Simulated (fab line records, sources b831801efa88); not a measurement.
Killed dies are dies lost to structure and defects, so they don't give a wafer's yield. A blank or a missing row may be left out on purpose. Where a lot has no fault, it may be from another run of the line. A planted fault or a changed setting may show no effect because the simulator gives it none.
fab line records | flow sky130
record lots=15 | wafers=45 | lastDay=50
route steps=708 shown SD_P@322 RES_XHIGH@341
lots that met no fault: from a run of the same line without faults
startH: the number of hours between the record's first day and the start of the first shown wafer of the lot | waitH: how many hours have passed since the lot's step before this one | " the same as in the row above | L1.1+2: a row that stands for several wafers | - value missing, or start not given | * or withheld: withheld | < > ~ a bound
route shown NAME@n: NAME is a module with steps in the file, n the number in the route of the first one | usual: mean/standard deviation of fault-free wafers | same: alike in all rows | chamber/n: place in a boat | sites: the reading at each site | _std_site: standard deviation across them | _edge_site: the outer-site mean with the inner-site mean subtracted | radiusMm: for every site, how far away it sits from the centre of the wafer | mask NAME#n: copy n | behind: the most recent tool/chamber to have shaped the wafer | hold: reason for holding the lot/hours on hold/outcome of the hold | device: the transistor (n, p or np) that didn't switch | end of line: the same wafers' tests at the end of the route | a step given without rows: its recipe and nothing more | killed: dies lost to structure and defects at the first sort, not the wafer's yield | map: a wafer's dies, x killed, . not, _ none there
set.NAME: the run value of the setting; set.NAME@STEP: its run value at that earlier step | model.NAME: the simulator's own value behind a step, which no gauge read
one table for each step of the route and one row for each wafer, over a sample of lots
## steps
# step SKY_SD_P_COAT_02
# recipe resist=NOVOLAK | spinRpm=3000 | resistThkNm=1140
# usual chillPlateTempC=22.99/0.1 | dispensePressureKPa=47.6/1.1
lot.wafer | tool          | chamber | startH | waitH | chillPlateTempC | dispensePressureKPa
L532.3    | lithoTrack-01 | 0       | 574.75 | 0.1   | 23.11           | 46.7
L532.5    | "             | 0       | "      | "     | 23.06           | 46.7
L532.6    | "             | 0       | "      | "     | 23.14           | 46.7
L533.1    | lithoTrack-04 | 0       | 593.33 | 0.1   | 23.06           | 47.3
L533.2    | "             | 0       | "      | "     | 23.01           | 47.3
L533.4    | "             | 0       | "      | "     | 23.01           | 47.3
L534.1    | lithoTrack-04 | 0       | 610.68 | 0.1   | 23.07           | 47.4
L534.2    | "             | 0       | "      | "     | 23.19           | 47.3
L534.5    | "             | 0       | "      | "     | 23.06           | 47.3
L537.2    | lithoTrack-04 | -       | 627.80 | 0.1   | -               | -
L537.5    | "             | -       | "      | "     | -               | -
L537.6    | "             | -       | "      | "     | -               | -
L539.3    | lithoTrack-04 | -       | 632.88 | 0.1   | -               | -
L539.4    | "             | -       | "      | "     | -               | -
L539.6    | "             | -       | "      | "     | -               | -
L538.2    | lithoTrack-04 | -       | 633.45 | 0.1   | -               | -
L538.3    | "             | -       | "      | "     | -               | -
L538.5    | "             | -       | "      | "     | -               | -
L540.4    | lithoTrack-04 | 0       | 645.70 | 0.1   | 22.91           | 47.4
L540.5    | "             | 0       | "      | "     | 22.76           | 47.4
L540.6    | "             | 0       | "      | "     | 22.75           | 47.4
L546.1    | lithoTrack-04 | 0       | 703.18 | 0.1   | 23.12           | 47.3
L546.3    | "             | 0       | "      | "     | 22.96           | 47.4
L546.4    | "             | 0       | "      | "     | 23.13           | 47.4
L548.1    | lithoTrack-02 | 0       | 707.59 | 0.1   | 22.97           | 50.1
L548.3    | "             | 0       | "      | "     | 22.86           | 50.1
L548.5    | "             | 0       | "      | "     | 22.86           | 50.1
L549.3    | lithoTrack-04 | 0       | 714.48 | 0.1   | 23.07           | 47.4
L549.4    | "             | 0       | "      | "     | 22.94           | 47.4
L549.5    | "             | 0       | "      | "     | 23.02           | 47.4
L550.3    | lithoTrack-04 | 0       | 728.58 | 0.1   | 22.97           | 47.4
L550.4    | "             | 0       | "      | "     | 22.82           | 47.4
L550.5    | "             | 0       | "      | "     | 22.99           | 47.3
L551.1    | lithoTrack-04 | 0       | 729.13 | 0.1   | 23.13           | 47.4
L551.5    | "             | 0       | "      | "     | 23.07           | 47.4
L551.6    | "             | 0       | "      | "     | 22.93           | 47.3
L553.1    | lithoTrack-01 | 0       | 745.35 | 0.1   | 22.89           | 46.6
L553.4    | "             | 0       | "      | "     | 22.94           | 46.6
L553.6    | "             | 0       | "      | "     | 23.00           | 46.6
L554.2    | lithoTrack-04 | 0       | 754.40 | 0.1   | 22.96           | 47.4
L554.4    | "             | 0       | "      | "     | 22.91           | 47.3
L554.5    | "             | 0       | "      | "     | 22.91           | 47.4
L555.4    | lithoTrack-02 | 0       | 762.12 | 0.1   | 23.01           | 50.1
L555.5    | "             | 0       | "      | "     | 22.99           | 50.1
L555.6    | "             | 0       | "      | "     | 22.89           | 50.1
# step SKY_SD_P_CD_MEAS_07
# recipe targetCdNm=380
# usual cdNm=379.9/2.3
lot.wafer | tool     | chamber | startH | waitH | cdNm
L532.3    | cdSem-02 | -       | 589.53 | 0.1   | 380.7
L532.5    | "        | -       | "      | "     | 381.3
L532.6    | "        | -       | "      | "     | 384.3
L533.1    | cdSem-01 | -       | 607.55 | 0.1   | 379.9
L533.2    | "        | -       | "      | "     | 380.8
L533.4    | "        | -       | "      | "     | 384.0
L534.1    | cdSem-02 | -       | 625.90 | 0.1   | 377.9
L534.2    | "        | -       | "      | "     | 378.8
L534.5    | "        | -       | "      | "     | 377.0
L537.2    | cdSem-02 | -       | 641.10 | 0.1   | -
L537.5    | "        | -       | "      | "     | -
L537.6    | "        | -       | "      | "     | -
L539.3    | cdSem-02 | -       | 646.98 | 0.1   | -
L539.4    | "        | -       | "      | "     | -
L539.6    | "        | -       | "      | "     | -
L538.2    | cdSem-02 | -       | 647.92 | 0.1   | -
L538.3    | "        | -       | "      | "     | -
L538.5    | "        | -       | "      | "     | -
L540.4    | cdSem-01 | -       | 660.24 | 0.1   | 382.8
L540.5    | "        | -       | "      | "     | 382.5
L540.6    | "        | -       | "      | "     | 381.5
L546.1    | cdSem-02 | -       | 717.30 | 0.1   | 379.1
L546.3    | "        | -       | "      | "     | 378.8
L546.4    | "        | -       | "      | "     | 377.9
L548.1    | cdSem-01 | -       | 721.64 | 0.1   | 381.4
L548.3    | "        | -       | "      | "     | 380.1
L548.5    | "        | -       | "      | "     | 378.6
L549.3    | cdSem-01 | -       | 727.98 | 0.1   | 376.2
L549.4    | "        | -       | "      | "     | 378.5
L549.5    | "        | -       | "      | "     | 378.6
L550.3    | cdSem-01 | -       | 742.72 | 0.1   | 377.7
L550.4    | "        | -       | "      | "     | 377.1
L550.5    | "        | -       | "      | "     | 376.9
L551.1    | cdSem-01 | -       | 743.33 | 0.1   | 378.7
L551.5    | "        | -       | "      | "     | 379.0
L551.6    | "        | -       | "      | "     | 379.6
L553.1    | cdSem-01 | -       | 759.04 | 0.1   | 377.6
L553.4    | "        | -       | "      | "     | 377.6
L553.6    | "        | -       | "      | "     | 378.7
L554.2    | cdSem-01 | -       | 768.00 | 0.1   | 380.4
L554.4    | "        | -       | "      | "     | 378.7
L554.5    | "        | -       | "      | "     | 379.6
L555.4    | cdSem-02 | -       | 775.05 | 0.1   | 380.8
L555.5    | "        | -       | "      | "     | 380.7
L555.6    | "        | -       | "      | "     | 379.3
# step SKY_RES_XHIGH_TW_MEAS_09
# usual RES_XHIGH_TW=1627/11
lot.wafer | tool         | chamber | startH | waitH | hold                    | RES_XHIGH_TW
L532.3    | filmMetro-04 | -       | 618.30 | 0.1   | -                       | 1610
L532.5    | "            | -       | "      | "     | -                       | 1605
L532.6    | "            | -       | "      | "     | -                       | 1607
L533.1    | filmMetro-01 | -       | 637.05 | 0.1   | -                       | 1625
L533.2    | "            | -       | "      | "     | -                       | 1620
L533.4    | "            | -       | "      | "     | -                       | 1626
L534.1    | filmMetro-04 | -       | 654.28 | 0.1   | -                       | 1636
L534.2    | "            | -       | "      | "     | -                       | 1630
L534.5    | "            | -       | "      | "     | -                       | 1639
L537.2    | filmMetro-04 | -       | 670.66 | 0.1   | awaitDispo/0.2h/release | 2891
L537.5    | "            | -       | "      | "     | awaitDispo/0.2h/release | 2877
L537.6    | "            | -       | "      | "     | awaitDispo/0.2h/release | 2884
L537.2    | filmMetro-04 | -       | 670.88 | 0.2   | -                       | 2873
L537.5    | "            | -       | "      | "     | -                       | 2874
L537.6    | "            | -       | "      | "     | -                       | 2887
L539.3    | filmMetro-01 | -       | 675.55 | 0.1   | awaitDispo/0.2h/release | 2857
L539.4    | "            | -       | "      | "     | awaitDispo/0.2h/release | 2867
L539.6    | "            | -       | "      | "     | awaitDispo/0.2h/release | 2867
L539.3    | filmMetro-01 | -       | 675.77 | 0.2   | -                       | 2868
L539.4    | "            | -       | "      | "     | -                       | 2845
L539.6    | "            | -       | "      | "     | -                       | 2864
L538.2    | filmMetro-04 | -       | 676.30 | 0.1   | awaitDispo/0.2h/release | 2871
L538.3    | "            | -       | "      | "     | awaitDispo/0.2h/release | 2885
L538.5    | "            | -       | "      | "     | awaitDispo/0.2h/release | 2860
L538.2    | filmMetro-04 | -       | 676.53 | 0.2   | -                       | 2873
L538.3    | "            | -       | "      | "     | -                       | 2868
L538.5    | "            | -       | "      | "     | -                       | 2874
L540.4    | filmMetro-04 | -       | 689.01 | 0.1   | -                       | 1642
L540.5    | "            | -       | "      | "     | -                       | 1637
L540.6    | "            | -       | "      | "     | -                       | 1643
L546.1    | filmMetro-02 | -       | 744.53 | 0.1   | -                       | 1634
L546.3    | "            | -       | "      | "     | -                       | 1639
L546.4    | "            | -       | "      | "     | -                       | 1632
L548.1    | filmMetro-04 | -       | 749.68 | 0.1   | -                       | 1640
L548.3    | "            | -       | "      | "     | -                       | 1636
L548.5    | "            | -       | "      | "     | -                       | 1642
L549.3    | filmMetro-01 | -       | 755.46 | 0.1   | -                       | 1618
L549.4    | "            | -       | "      | "     | -                       | 1631
L549.5    | "            | -       | "      | "     | -                       | 1630
L550.3    | filmMetro-01 | -       | 769.82 | 0.1   | -                       | 1626
L550.4    | "            | -       | "      | "     | -                       | 1621
L550.5    | "            | -       | "      | "     | -                       | 1615
L551.1    | filmMetro-01 | -       | 770.75 | 0.1   | -                       | 1616
L551.5    | "            | -       | "      | "     | -                       | 1621
L551.6    | "            | -       | "      | "     | -                       | 1623
L553.1    | filmMetro-02 | -       | 785.05 | 0.1   | -                       | 1635
L553.4    | "            | -       | "      | "     | -                       | 1628
L553.6    | "            | -       | "      | "     | -                       | 1642
L554.2    | filmMetro-01 | -       | 794.34 | 0.1   | -                       | 1625
L554.4    | "            | -       | "      | "     | -                       | 1621
L554.5    | "            | -       | "      | "     | -                       | 1616
L555.4    | filmMetro-04 | -       | 803.08 | 0.1   | -                       | 1634
L555.5    | "            | -       | "      | "     | -                       | 1642
L555.6    | "            | -       | "      | "     | -                       | 1636
## key
firstSign step=SKY_SD_P_COAT_02 | reading=toolRecord | direction=missing
effect step=SKY_SD_P_CD_MEAS_07 | reading=cdNm | direction=missing
effect step=SKY_RES_XHIGH_TW_MEAS_09 | reading=visit | direction=added
effect step=SKY_RES_XHIGH_TW_MEAS_09 | reading=RES_XHIGH_TW | direction=up | sigmas=99+ | usual=1627 | struck=2873
metAt SKY_SD_P_COAT_02
struckLots L537,L538,L539
scrappedBehind SKY_RES_XHIGH_TW_MEAS_09 L537.2,L537.5,L537.6,L538.2,L538.3,L538.5,L539.3,L539.4,L539.6
onsetBetween 610.68 627.80
fault kind=skippedStepWhole | tool=lithoTrack-04 | chamber=- | onsetH=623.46 | steps=SKY_SD_P_COAT_02 | scope=struckLotsOnly
